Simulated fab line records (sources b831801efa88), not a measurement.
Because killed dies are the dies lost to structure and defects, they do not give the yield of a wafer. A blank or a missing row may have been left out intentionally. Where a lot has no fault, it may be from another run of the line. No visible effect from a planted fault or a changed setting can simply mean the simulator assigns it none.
fab line records | flow sfq_line
record: lots: 5 wafers: 23
route steps=325 shown JJ@193 M5@201 R5@217 I5@230 C5@244 I6@271 M7@282
start_h: hours from the record's first day to the start of the lot's first wafer shown | wait_h: how many hours have passed since the lot's step before this one | " identical to the entry in the row above | L1.1+2: a single row standing in for several wafers | - no value, or no start was given | * or withheld: withheld | < > ~ a bound
route shown NAME@n: a module of which the file shows steps, and the number in the route of the first | usual: mean/standard deviation of fault-free wafers | same: alike in all rows | chamber/n: place in a boat | sites: readings site by site | _std_site: the values' standard deviation | _edge_site: the outer-site mean with the inner-site mean subtracted | radius_mm: for every site, how far away it sits from the centre of the wafer | mask NAME#n: copy n | behind: the most recent tool/chamber to have shaped the wafer | hold: the reason the lot was held/the length of the hold in hours/how it ended | device: the n, p or np transistor that did not switch | end of line: at the end of the route, the tests of the same wafers | for a step that has no rows: nothing shown but its recipe | killed: at the first sort, the dies lost to defects and structure; wafer yield is something else | map: shows each die of a wafer: x if killed, . if not, _ if none is there
set.NAME: setting as actually run; set.NAME@STEP: the setting as run at that earlier step | model.NAME: the simulator's own value behind a step, which no gauge read
lots whose settings were changed on purpose; a table a step, a row a wafer
== steps ==
step: SFQ_TRILAYER_JJ_CE_BARC_OPEN_RIE_150
recipe: mask_material: PR chemistry: O2 target_depth_nm: 240 target: BARC icp_w: 600 bias_w: 80 pressure_mtorr: 10 time_s: 80
columns lot.wafer tool chamber start_h wait_h set.pressure_mtorr set.peb_temp_c@TRILAYER_JJ_CE_LITHO_PEB_117 model.JJ.cd_nm
L074.1 rie_metal-02 1 1290.56 1.0 10 117.6 653.3
L074.2 " 0 " " 10 115 700.6
L074.3 " 0 " " 10 115 700.1
L074.4 " 1 " " 10 115 698.2
L074.5 " 1 " " 10 117.6 654.9
L075.1 rie_metal-01 1 1296.56 1.0 11.47 117.6 658.6
L075.2 " 0 " " 11.47 117.6 656.3
L075.3 " 1 " " 11.47 117.6 659.1
L075.4 " 0 " " 11.47 115 700.1
L075.6 " 1 " " 11.47 115 703.2
L076.3 rie_metal-01 1 1301.39 0.6 10 115 702.3
L076.4 " 0 " " 10 115 701
L076.6 " 0 " " 10 115 699.3
L081.1 rie_metal-03 0 1351.56 1.0 8.871 115 699.3
L081.2 " 1 " " 8.871 116 681.8
L081.3 " 1 " " 8.871 116 681.3
L081.4 " 0 " " 8.871 115 697.7
L081.6 " 1 " " 8.871 115 698.8
L084.1 rie_metal-01 0 1406.30 1.0 10 115 702.8
L084.2 " 1 " " 10 118.2 651
L084.3 " 0 " " 10 115 701.4
L084.4 " 1 " " 10 118.2 650.2
L084.5 " 0 " " 10 115 702.2
step: SFQ_TRILAYER_M5_LITHO_EXPOSE_124
recipe: mask_id: M5 na: 0.6 source_shape: conventional sigma_outer: 0.65 target_cd_nm: 700 dose_mj: 14.4
columns lot.wafer tool chamber start_h wait_h mask set.dose_mj
L074.1+2 krf_scanner-01 0 1293.95 - M5#0 14.4
L074.3+4+5 " 0 " " M5#0 14.83
L075.1+6 krf_scanner-01 0 1299.07 - M5#0 14.4
L075.2+3+4 " 0 " " M5#0 13.4
L076.3+4+6 krf_scanner-01 0 1315.50 - M5#0 14.4
L081.1+4 krf_scanner-02 0 1459.10 - M5#0 14.4
L081.2+3+6 " 0 " " M5#0 15.36
L084.1+3+4 krf_scanner-01 0 1518.10 - M5#0 14.4
L084.2+5 " 0 " " M5#0 13.54
step: SFQ_TRILAYER_M5_BARC_OPEN_METAL_ETCH_161
recipe: mask_material: PR chemistry: O2 target_depth_nm: 125 target: BARC icp_w: 600 bias_w: 80 pressure_mtorr: 10 time_s: 41.7
columns lot.wafer tool chamber start_h wait_h set.icp_w set.dose_mj@TRILAYER_M5_LITHO_EXPOSE_124 model.M5.cd_nm
L074.1 rie_metal-03 1 1295.49 0.0 648.8 14.4 696
L074.2 " 0 " " 600 14.4 696.9
L074.3 " 0 " " 600 14.83 692.5
L074.4 " 1 " " 648.8 14.83 692.5
L074.5 " 1 " " 648.8 14.83 692.3
L075.1 rie_metal-02 0 1300.61 0.0 600 14.4 701.2
L075.2 " 1 " " 600 13.4 709.6
L075.3 " 1 " " 669.4 13.4 709.9
L075.4 " 0 " " 669.4 13.4 711.6
L075.6 " 0 " " 669.4 14.4 700.2
L076.3 rie_metal-02 1 1316.66 0.0 600 14.4 696.3
L076.4 " 0 " " 600 14.4 700.1
L076.6 " 1 " " 600 14.4 697.3
L081.1 rie_metal-03 1 1460.63 0.0 600 14.4 697.9
L081.2 " 0 " " 561.7 15.36 688.5
L081.3 " 0 " " 600 15.36 688.8
L081.4 " 1 " " 561.7 14.4 698.1
L081.6 " 0 " " 600 15.36 689.1
L084.1 rie_metal-04 1 1519.63 0.0 600 14.4 699.1
L084.2 " 0 " " 626.2 13.54 709.8
L084.3 " 0 " " 600 14.4 699.8
L084.4 " 1 " " 626.2 14.4 699.2
L084.5 " 1 " " 626.2 13.54 711.9
step: SFQ_TRILAYER_R5_LITHO_COAT_141
recipe: resist: BARC spin_rpm: 3000 resist_thk_nm: 62
columns lot.wafer tool chamber start_h wait_h set.resist_thk_nm model.BARC_of_TRILAYER_R5_LITHO_COAT_141.thk_nm
L074.1 litho_track-04 0 1303.27 0.1 60.86 61.19
L074.2 " 0 " " 62 62.38
L074.3 " 0 " " 62 62.34
L074.4 " 0 " " 60.86 61.26
L074.5 " 0 " " 62 62.32
L075.1 litho_track-04 0 1306.27 0.1 59.64 59.49
L075.2 " 0 " " 62 61.9
L075.3 " 0 " " 62 61.73
L075.4 " 0 " " 59.64 59.42
L075.6 " 0 " " 59.64 59.26
L076.3 litho_track-04 0 1329.86 0.1 62 61.96
L076.4 " 0 " " 62 61.98
L076.6 " 0 " " 62 62.09
L081.1 litho_track-01 0 1468.59 0.1 62 62.12
L081.2 " 0 " " 62 62.08
L081.3 " 0 " " 64.64 64.51
L081.4 " 0 " " 62 61.93
L081.6 " 0 " " 64.64 64.8
L084.1 litho_track-01 0 1525.46 0.1 62 62.18
L084.2 " 0 " " 62 62.43
L084.3 " 0 " " 63.79 64.23
L084.4 " 0 " " 63.79 64.06
L084.5 " 0 " " 63.79 64.11
step: SFQ_TRILAYER_R5_LITHO_COAT_136
recipe: resist: KrF spin_rpm: 3000 resist_thk_nm: 600
step: SFQ_TRILAYER_R5_LITHO_SOFTBAKE_140
recipe: temp_c: withheld time_s: withheld resist: KrF
step: SFQ_TRILAYER_R5_LITHO_DEVELOP_138
recipe: time_s: 60 resist: KrF
step: SFQ_TRILAYER_R5_BARC_OPEN_METAL_ETCH_177
recipe: mask_material: PR chemistry: O2 target_depth_nm: 125 target: BARC icp_w: 600 bias_w: 80 pressure_mtorr: 10 time_s: 41.7
columns lot.wafer tool chamber start_h wait_h set.resist_thk_nm@TRILAYER_R5_LITHO_COAT_141 model.etch.depth_nm
L074.1 rie_metal-01 1 1400.13 0.0 60.86 61.19
L074.2+5 " 0,1 " " 62 -
L074.3 " 0 " " 62 62.34
L074.4 " 1 " " 60.86 -
L075.1 rie_metal-03 1 1401.33 0.0 59.64 59.49
L075.2 " 0 " " 62 61.9
L075.3 " 1 " " 62 61.73
L075.4 " 0 " " 59.64 59.42
L075.6 " 1 " " 59.64 59.26
L076.3 rie_metal-04 0 1402.55 0.0 62 61.96
L076.4 " 1 " " 62 61.98
L076.6 " 1 " " 62 62.09
L081.1 rie_metal-01 0 1576.13 0.0 62 62.12
L081.2+4 " 1 " " 62 -
L081.3 " 0 " " 64.64 64.51
L081.6 " 1 " " 64.64 -
L084.1 rie_metal-04 0 1622.93 0.0 62 62.18
L084.2 " 1 " " 62 62.43
L084.3 " 0 " " 63.79 64.23
L084.4 " 1 " " 63.79 64.06
L084.5 " 1 " " 63.79 64.11
step: SFQ_TRILAYER_R5_ETCH_METAL_ETCH_139
recipe: stop_on: SiO2 mask_material: PR chemistry: Cl2 target_depth_nm: 60 icp_w: 600 bias_w: 80 pressure_mtorr: 10 time_s: 40
usual: oes_product_au: 0.990/0.0061
columns lot.wafer tool chamber start_h wait_h set.icp_w oes_product_au model.R5.feature_depth_nm
L074.1 rie_metal-01 1 1400.19 0.0 600 0.990 60
L074.2 " 0 " " 600 0.991 59.62
L074.3 " 0 " " 600 0.991 59.57
L074.4 " 1 " " 545.4 0.965 55.91
L074.5 " 1 " " 545.4 0.959 55.79
L075.1 rie_metal-03 1 1401.39 0.0 550.7 0.946 54.92
L075.2 " 0 " " 550.7 0.966 56.34
L075.3 " 1 " " 600 0.994 59.2
L075.4 " 0 " " 550.7 0.958 57.1
L075.6 " 1 " " 600 0.987 59.45
L076.3 rie_metal-04 0 1402.61 0.0 600 0.990 59.6
L076.4 " 1 " " 600 0.988 59.3
L076.6 " 1 " " 600 0.982 59.47
L081.1 rie_metal-01 0 1576.19 0.0 600 0.974 59.04
L081.2 " 1 " " 600 0.987 59.18
L081.3 " 0 " " 600 0.991 59.91
L081.4 " 1 " " 600 0.986 58.9
L081.6 " 1 " " 600 0.988 59.26
L084.1 rie_metal-04 0 1622.99 0.0 600 0.997 58.97
L084.2 " 1 " " 600 0.991 59.61
L084.3 " 0 " " 600 0.986 59.03
L084.4 " 1 " " 600 0.990 59.15
L084.5 " 1 " " 600 0.981 59.52
step: SFQ_TRILAYER_I5_LITHO_COAT_144
recipe: resist: KrF spin_rpm: 3000 resist_thk_nm: 650
columns lot.wafer tool chamber start_h wait_h set.spin_rpm model.KrF_of_TRILAYER_I5_LITHO_COAT_144.thk_nm
L074.1 litho_track-02 0 1401.35 0.2 3000 651.8
L074.2 " 0 " " 2803 675
L074.3 " 0 " " 3000 652.4
L074.4 " 0 " " 3000 648.9
L074.5 " 0 " " 2803 674.8
L075.1 litho_track-04 0 1402.55 0.2 3166 632.1
L075.2 " 0 " " 3000 651.2
L075.3 " 0 " " 3000 650.7
L075.4 " 0 " " 3166 632.7
L075.6 " 0 " " 3000 647.2
L076.3 litho_track-01 0 1403.85 0.2 3000 652.7
L076.4 " 0 " " 3000 653.5
L076.6 " 0 " " 3000 652.1
L081.1 litho_track-01 0 1577.36 0.2 3126 639.4
L081.2 " 0 " " 3000 653.6
L081.3 " 0 " " 3126 638.6
L081.4 " 0 " " 3000 649.8
L081.6 " 0 " " 3000 652.7
L084.1 litho_track-01 0 1624.15 0.2 3000 648.8
L084.2 " 0 " " 3208 628.2
L084.3 " 0 " " 3000 649.4
L084.4 " 0 " " 3208 628.1
L084.5 " 0 " " 3000 649
step: SFQ_TRILAYER_I5_BARC_OPEN_VIA_ETCH_200
recipe: mask_material: PR chemistry: O2 target_depth_nm: 125 target: BARC source_w: 500 bias_w: 80 pressure_mtorr: 30 time_s: 41.7
columns lot.wafer tool chamber start_h wait_h set.pressure_mtorr set.spin_rpm@TRILAYER_I5_LITHO_COAT_144 model.KrF_of_TRILAYER_I5_LITHO_COAT_144.thk_nm
L074.1 rie_diel-03 1 1511.23 0.0 28.02 3000 575.7
L074.2 " 2 " " 28.02 2803 599.2
L074.3 " 0 " " 28.02 3000 575.9
L074.4 " 2 " " 28.02 3000 572.1
L074.5 " 0 " " 28.02 2803 598.3
L075.1 rie_diel-02 3 1512.43 0.0 32.75 3166 553.5
L075.2 " 0 " " 32.75 3000 572.5
L075.3 " 2 " " 32.75 3000 571.9
L075.4 " 1 " " 32.75 3166 553.9
L075.6 " 2 " " 32.75 3000 568.5
L076.3 rie_diel-03 0 1516.03 0.0 30 3000 576
L076.4 " 1 " " 30 3000 576.8
L076.6 " 2 " " 30 3000 574.9
L081.1 rie_diel-03 0 1670.28 0.0 32.84 3126 562.2
L081.2 " 1 " " 32.84 3000 576.9
L081.3 " 2 " " 32.84 3126 561.7
L081.4 " 3 " " 32.84 3000 573.4
L081.6 " 1 " " 32.84 3000 576
L084.1 rie_diel-01 1 1701.48 0.0 30 3000 571.3
L084.2 " 3 " " 30 3208 550.6
L084.3 " 2 " " 30 3000 572.5
L084.4 " 0 " " 30 3208 550.5
L084.5 " 2 " " 30 3000 572.6
step: SFQ_TRILAYER_C5_LITHO_PEB_154
recipe: peb_temp_c: 115 peb_time_s: 60 resist: KrF
columns lot.wafer tool chamber start_h wait_h set.peb_temp_c
L074.1+2+3+4+5 litho_track-03 0 1536.47 1.0 115
L075.1+3+6 litho_track-04 0 1538.87 1.0 115
L075.2+4 " 0 " " 116
L076.3+4+6 litho_track-04 0 1541.32 0.7 115
L081.1+2+3+4+6 litho_track-02 0 1673.20 1.0 115
L084.1+4 litho_track-04 0 1768.26 1.0 114
L084.2+3+5 " 0 " " 115
step: SFQ_TRILAYER_C5_LITHO_DEVELOP_153
recipe: time_s: 60 resist: KrF
step: SFQ_TRILAYER_C5_BARC_OPEN_VIA_ETCH_210
recipe: mask_material: PR chemistry: O2 target_depth_nm: 125 target: BARC source_w: 500 bias_w: 80 pressure_mtorr: 30 time_s: 41.7
columns lot.wafer tool chamber start_h wait_h set.peb_temp_c@TRILAYER_C5_LITHO_PEB_154 model.C5.cd_nm
L074.1 rie_diel-02 0 1536.81 0.0 115 498.8
L074.2 " 1 " " 115 497.4
L074.3 " 3 " " 115 499.6
L074.4 " 2 " " 115 498.5
L074.5 " 1 " " 115 498.9
L075.1+6 rie_diel-02 0,1 1539.21 0.0 115 499.1
L075.2 " 1 " " 116 515.8
L075.3 " 2 " " 115 500.4
L075.4 " 0 " " 116 517.4
L076.3 rie_diel-01 2 1541.61 0.0 115 499.3
L076.4 " 3 " " 115 498.6
L076.6 " 0 " " 115 500.1
L081.1 rie_diel-02 1 1673.53 0.0 115 499.2
L081.2 " 2 " " 115 498.8
L081.3+4 " 0,3 " " 115 498.9
L081.6 " 3 " " 115 499.8
L084.1+4 rie_diel-04 3,2 1768.60 0.0 114 480.8
L084.2+5 " 0 " " 115 501.6
L084.3 " 1 " " 115 498.8
step: SFQ_TRILAYER_I6_VIA_LITHO_COAT_169
recipe: resist: KrF spin_rpm: 3000 resist_thk_nm: 650
columns lot.wafer tool chamber start_h wait_h set.resist_thk_nm model.KrF_of_TRILAYER_I6_VIA_LITHO_COAT_169.thk_nm
L074.1 litho_track-03 0 1560.51 0.2 650 651.1
L074.2 " 0 " " 623.7 623.4
L074.3 " 0 " " 623.7 623.7
L074.4 " 0 " " 650 650.2
L074.5 " 0 " " 650 649.8
L075.1 litho_track-04 0 1562.45 0.2 684.5 681.8
L075.2 " 0 " " 650 648.9
L075.3 " 0 " " 684.5 680.8
L075.4 " 0 " " 684.5 681.4
L075.6 " 0 " " 650 646.4
L076.3 litho_track-03 0 1564.17 0.2 650 649.5
L076.4 " 0 " " 650 650.7
L076.6 " 0 " " 650 648.9
L081.1 litho_track-04 0 1725.32 0.2 617.4 618.2
L081.2 " 0 " " 617.4 619.5
L081.3 " 0 " " 650 653.6
L081.4 " 0 " " 650 651.1
L081.6 " 0 " " 650 653.4
L084.1 litho_track-03 0 1782.53 0.2 676.5 675.6
L084.2 " 0 " " 650 646.5
L084.3 " 0 " " 650 647.1
L084.4 " 0 " " 650 647.4
L084.5 " 0 " " 676.5 675.2
step: SFQ_TRILAYER_I6_VIA_BARC_OPEN_VIA_ETCH_235
recipe: mask_material: PR chemistry: O2 target_depth_nm: 125 target: BARC source_w: 500 bias_w: 80 pressure_mtorr: 30 time_s: 41.7
usual: oes_product_au: 0.687/0.0048
columns lot.wafer tool chamber start_h wait_h set.time_s set.resist_thk_nm@TRILAYER_I6_VIA_LITHO_COAT_169 oes_product_au model.KrF_of_TRILAYER_I6_VIA_LITHO_COAT_169.thk_nm
L074.1 rie_diel-04 1 1578.81 0.0 36.43 650 0.728 580.5
L074.2 " 2 " " 36.43 623.7 0.724 553
L074.3 " 3 " " 36.43 623.7 0.729 554.3
L074.4 " 0 " " 41.7 650 0.696 574.2
L074.5 " 2 " " 41.7 650 0.681 572.5
L075.1 rie_diel-04 3 1583.61 0.0 41.7 684.5 0.682 606
L075.2 " 1 " " 36.96 650 0.731 578.6
L075.3 " 0 " " 41.7 684.5 0.683 605.1
L075.4 " 2 " " 36.96 684.5 0.724 610.2
L075.6 " 1 " " 36.96 650 0.720 575.5
L076.3 rie_diel-03 1 1586.01 0.0 41.7 650 0.685 572.6
L076.4 " 2 " " 41.7 650 0.688 573.9
L076.6 " 1 " " 41.7 650 0.691 572.5
L081.1 rie_diel-01 2 1727.72 0.0 45.37 617.4 0.681 537.6
L081.2 " 3 " " 45.37 617.4 0.673 537.4
L081.3 " 1 " " 45.37 650 0.681 572
L081.4 " 0 " " 41.7 650 0.690 573.8
L081.6 " 3 " " 41.7 650 0.694 576
L084.1 rie_diel-01 0 1867.25 0.0 41.7 676.5 0.684 600.1
L084.2 " 3 " " 37.18 650 0.724 575.1
L084.3 " 2 " " 41.7 650 0.685 570.8
L084.4 " 0 " " 41.7 650 0.683 571.8
L084.5 " 2 " " 37.18 676.5 0.719 604.5
step: SFQ_TRILAYER_M7_DEP_SPUTTER_175
recipe: material: Nb base_pressure_pa: 1.33e-06 chamber_pressure_pa: 0.1333 substrate_temp_c: 20 target_thk_nm: 200 power_w: 2000 time_s: 133.3
columns lot.wafer tool chamber start_h wait_h set.power_w model.Nb_of_TRILAYER_M7_DEP_SPUTTER_175.thk_nm
L074.1 pvd_sputter-04 - 1579.77 0.0 2000 199.4
L074.2 " - " " 2240 223.9
L074.3 " - " " 2000 200.1
L074.4 " - " " 2240 225.1
L074.5 " - " " 2240 225.2
L075.1 pvd_sputter-04 - 1584.57 0.0 2000 201.2
L075.2 " - " " 2000 199.8
L075.3 " - " " 2000 198.7
L075.4 " - " " 2000 201.8
L075.6 " - " " 2000 201.4
L076.3+4 pvd_sputter-05 - 1587.17 0.0 2000 193.4
L076.6 " - " " 2000 192.5
L081.1 pvd_sputter-04 - 1728.68 0.0 2000 197.9
L081.2 " - " " 1818 181.3
L081.3 " - " " 2000 196.4
L081.4 " - " " 1818 180.8
L081.6 " - " " 1818 179.9
L084.1 pvd_sputter-06 - 1868.23 0.0 2000 200.1
L084.2 " - " " 2000 201.4
L084.3+5 " - " " 2000 202.9
L084.4 " - " " 2000 201.6
step: SFQ_M7_RS_MEAS_943
recipe: thk_meas_gauge: four-point-probe reads: Nb_of_TRILAYER_M7_DEP_SPUTTER_175
usual: M7_NB_RS: 0.890/0.011
columns lot.wafer tool chamber start_h wait_h set.power_w@TRILAYER_M7_DEP_SPUTTER_175 M7_NB_RS[ohm/sq]
L074.1 film_metro-03 - 1579.86 0.0 2000 0.891
L074.2 " - " " 2240 0.793
L074.3 " - " " 2000 0.888
L074.4 " - " " 2240 0.788
L074.5 " - " " 2240 0.791
L075.1 film_metro-02 - 1584.66 0.0 2000 0.883
L075.2 " - " " 2000 0.891
L075.3 " - " " 2000 0.895
L075.4 " - " " 2000 0.882
L075.6 " - " " 2000 0.882
L076.3 film_metro-02 - 1587.30 0.1 2000 0.919
L076.4 " - " " 2000 0.920
L076.6 " - " " 2000 0.924
L081.1 film_metro-03 - 1728.77 0.0 2000 0.899
L081.2 " - " " 1818 0.981
L081.3 " - " " 2000 0.905
L081.4 " - " " 1818 0.984
L081.6 " - " " 1818 0.990
L084.1 film_metro-02 - 1868.33 0.1 2000 0.888
L084.2 " - " " 2000 0.881
L084.3 " - " " 2000 0.875
L084.4 " - " " 2000 0.882
L084.5 " - " " 2000 0.876
step: SFQ_TRILAYER_M7_LITHO_EXPOSE_178
recipe: mask_id: M7 na: 0.6 source_shape: conventional sigma_outer: 0.65 target_cd_nm: 500 dose_mj: 14.4
columns lot.wafer tool chamber start_h wait_h mask set.dose_mj
L074.1+2+5 krf_scanner-02 0 1602.12 - M7#0 14.4
L074.3+4 " 0 " " M7#0 13.92
L075.1+2+3+4+6 krf_scanner-02 0 1607.22 - M7#0 14.4
L076.3+4+6 krf_scanner-02 0 1612.42 - M7#0 14.4
L081.1+2+3+4+6 krf_scanner-01 0 1729.82 - M7#0 14.4
L084.1+2 krf_scanner-01 0 1872.13 - M7#0 14.4
L084.3+4+5 " 0 " " M7#0 14.78
step: SFQ_TRILAYER_M7_LITHO_PEB_180
recipe: peb_temp_c: 115 peb_time_s: 61.88 resist: KrF
step: SFQ_TRILAYER_M7_LITHO_DEVELOP_179
recipe: time_s: 60 resist: KrF
step: SFQ_TRILAYER_M7_BARC_OPEN_METAL_ETCH_229
recipe: mask_material: PR chemistry: O2 target_depth_nm: 125 target: BARC icp_w: 600 bias_w: 80 pressure_mtorr: 10 time_s: 41.7
step: SFQ_TRILAYER_M7_ETCH_METAL_ETCH_180
recipe: target: Nb stop_on: SiO2 mask_material: PR chemistry: Cl2/Ar target_depth_nm: 240 icp_w: 600 bias_w: 80 pressure_mtorr: 10 time_s: 120
usual: oes_product_au: 0.893/0.0078
columns lot.wafer tool chamber start_h wait_h set.power_w@TRILAYER_M7_DEP_SPUTTER_175 oes_product_au
L074.1 rie_metal-04 1 1603.72 0.0 2000 0.895
L074.2 " 0 " " 2240 0.959
L074.3 " 1 " " 2000 0.902
L074.4 " 0 " " 2240 0.960
L074.5 " 0 " " 2240 0.955
L075.1 rie_metal-02 1 1608.82 0.0 2000 0.899
L075.2 " 0 " " 2000 0.893
L075.3 " 1 " " 2000 0.895
L075.4 " 0 " " 2000 0.893
L075.6 " 1 " " 2000 0.891
L076.3 rie_metal-04 0 1613.76 0.1 2000 0.873
L076.4 " 0 " " 2000 0.885
L076.6 " 0 " " 2000 0.874
L081.1 rie_metal-04 1 1731.42 0.0 2000 0.886
L081.2 " 0 " " 1818 0.848
L081.3 " 1 " " 2000 0.881
L081.4 " 0 " " 1818 0.837
L081.6 " 1 " " 1818 0.843
L084.1 rie_metal-04 1 1873.73 0.0 2000 0.897
L084.2 " 0 " " 2000 0.893
L084.3 " 1 " " 2000 0.908
L084.4 " 0 " " 2000 0.898
L084.5 " 0 " " 2000 0.900
== key ==
split: step: SFQ_TRILAYER_JJ_CE_BARC_OPEN_RIE_150 setting: pressure_mtorr stated: 10 by: lot
response none clear
split: step: SFQ_TRILAYER_M5_LITHO_EXPOSE_124 setting: dose_mj stated: 14.4 by: wafer
response: step: SFQ_TRILAYER_M5_BARC_OPEN_METAL_ETCH_161 reading: model.M5.cd_nm change: -1.52 per: 1% r: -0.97
split: step: SFQ_TRILAYER_M5_BARC_OPEN_METAL_ETCH_161 setting: icp_w stated: 600 by: wafer
response none clear
split: step: SFQ_TRILAYER_R5_LITHO_COAT_141 setting: resist_thk_nm stated: 62 by: wafer
response: step: SFQ_TRILAYER_R5_LITHO_COAT_141 reading: model.BARC_of_TRILAYER_R5_LITHO_COAT_141.thk_nm change: +0.624 per: 1% r: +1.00
response: step: SFQ_TRILAYER_R5_BARC_OPEN_METAL_ETCH_177 reading: model.etch.depth_nm change: +0.617 per: 1% r: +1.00
split: step: SFQ_TRILAYER_R5_ETCH_METAL_ETCH_139 setting: icp_w stated: 600 by: wafer
response: step: SFQ_TRILAYER_R5_ETCH_METAL_ETCH_139 reading: oes_product_au change: +0.00359 per: 1% r: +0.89
response: step: SFQ_TRILAYER_R5_ETCH_METAL_ETCH_139 reading: model.R5.feature_depth_nm change: +0.41 per: 1% r: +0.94
split: step: SFQ_TRILAYER_I5_LITHO_COAT_144 setting: spin_rpm stated: 3000 by: wafer
response: step: SFQ_TRILAYER_I5_LITHO_COAT_144 reading: model.KrF_of_TRILAYER_I5_LITHO_COAT_144.thk_nm change: -3.24 per: 1% r: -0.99
response: step: SFQ_TRILAYER_I5_BARC_OPEN_VIA_ETCH_200 reading: model.KrF_of_TRILAYER_I5_LITHO_COAT_144.thk_nm change: -3.3 per: 1% r: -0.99
split: step: SFQ_TRILAYER_I5_BARC_OPEN_VIA_ETCH_200 setting: pressure_mtorr stated: 30 by: lot
response none clear
split: step: SFQ_TRILAYER_C5_LITHO_PEB_154 setting: peb_temp_c stated: 115 by: wafer
response: step: SFQ_TRILAYER_C5_BARC_OPEN_VIA_ETCH_210 reading: model.C5.cd_nm change: +21.2 per: 1% r: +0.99
split: step: SFQ_TRILAYER_I6_VIA_LITHO_COAT_169 setting: resist_thk_nm stated: 650 by: wafer
response: step: SFQ_TRILAYER_I6_VIA_LITHO_COAT_169 reading: model.KrF_of_TRILAYER_I6_VIA_LITHO_COAT_169.thk_nm change: +6.63 per: 1% r: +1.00
response: step: SFQ_TRILAYER_I6_VIA_BARC_OPEN_VIA_ETCH_235 reading: model.KrF_of_TRILAYER_I6_VIA_LITHO_COAT_169.thk_nm change: +6.4 per: 1% r: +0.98
split: step: SFQ_TRILAYER_I6_VIA_BARC_OPEN_VIA_ETCH_235 setting: time_s stated: 41.7 by: wafer
response: step: SFQ_TRILAYER_I6_VIA_BARC_OPEN_VIA_ETCH_235 reading: oes_product_au change: -0.0031 per: 1% r: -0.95
split: step: SFQ_TRILAYER_M7_DEP_SPUTTER_175 setting: power_w stated: 2000 by: wafer
response: step: SFQ_TRILAYER_M7_DEP_SPUTTER_175 reading: model.Nb_of_TRILAYER_M7_DEP_SPUTTER_175.thk_nm change: +1.99 per: 1% r: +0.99
response: step: SFQ_M7_RS_MEAS_943 reading: M7_NB_RS change: -0.00857 per: 1% r: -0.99
response: step: SFQ_TRILAYER_M7_ETCH_METAL_ETCH_180 reading: oes_product_au change: +0.00478 per: 1% r: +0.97
split: step: SFQ_TRILAYER_M7_LITHO_EXPOSE_178 setting: dose_mj stated: 14.4 by: wafer
response none clear
split outside_this_file step=SFQ_TRILAYER_JJ_CE_LITHO_PEB_117 setting=peb_temp_c
split outside_this_file: this setting was split too, and the file shows its column; the key of that split is in another file
